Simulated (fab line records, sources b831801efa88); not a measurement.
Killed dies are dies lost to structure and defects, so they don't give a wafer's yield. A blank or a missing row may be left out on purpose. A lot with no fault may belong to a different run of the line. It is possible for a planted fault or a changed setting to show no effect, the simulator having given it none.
Matching of chambers | flow gf180mcu | GF_V4_CVD_02 on pecvd-02: 3 sister chambers
The step deposits SiO2 from TEOS, target thk 850 nm, time 94.851 s. 16 wafers are shown with their chamber, then 8 later ones without.

== WAFERS WITH THEIR CHAMBER ==
wafer  | chamber | heater power w (W)
L075.1 | 1       | 656
L075.2 | 2       | 607
L075.3 | 0       | 705
L076.2 | 0       | 639
L076.3 | 2       | 603
L076.6 | 2       | 479
L078.1 | 1       | 662
L078.2 | 2       | 621
L078.5 | 0       | 742
L087.2 | 1       | 621
L087.4 | 0       | 768
L087.6 | 2       | 480
L088.2 | 1       | 649
L088.4 | 1       | 673
L088.5 | 2       | 610
L089.1 | 2       | 497

SIGNATURES (averages over the wafers above)
reading        | chamber 0 | chamber 1 | chamber 2 | scatter within a chamber
heater power w | 713.50    | 652.20    | 556.71    | 54.1
Rule: for a wafer and a chamber, the distance is found by dividing, reading by reading, the gap between the wafer's reading and the chamber's mean by the reading's scatter, squaring, summing and taking the root. If the next closest chamber is less than 2 further off than the closest, the wafer can't be placed; otherwise it belongs to the closest. The scatter: the root of (the sum of the squares of (reading less its chamber's mean) over the shown wafers, divided by (wafers less chambers)).

== WAFERS WHOSE CHAMBER IS MISSING ==
wafer  | heater power w (W)
L089.2 | 723
L089.3 | 744
L089.4 | 556
L089.5 | 579
L089.6 | 781
L096.1 | 734
L096.3 | 705
L096.5 | 726

== WHICH CHAMBER EACH WENT THROUGH ==
wafer  | from the rows above     | in truth
L089.2 | can't be placed: 0 or 1 | 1
L089.3 | can't be placed: 0 or 1 | 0
L089.4 | can't be placed: 2 or 1 | 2
L089.5 | can't be placed: 2 or 1 | 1
L089.6 | can't be placed: 0 or 1 | 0
L096.1 | can't be placed: 0 or 1 | 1
L096.3 | can't be placed: 0 or 1 | 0
L096.5 | can't be placed: 0 or 1 | 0
Correct placement for 0 of the 8. Unplaceable from these rows: 8, with the true chamber sitting among the candidates in 8. Wrongly placed: 0.
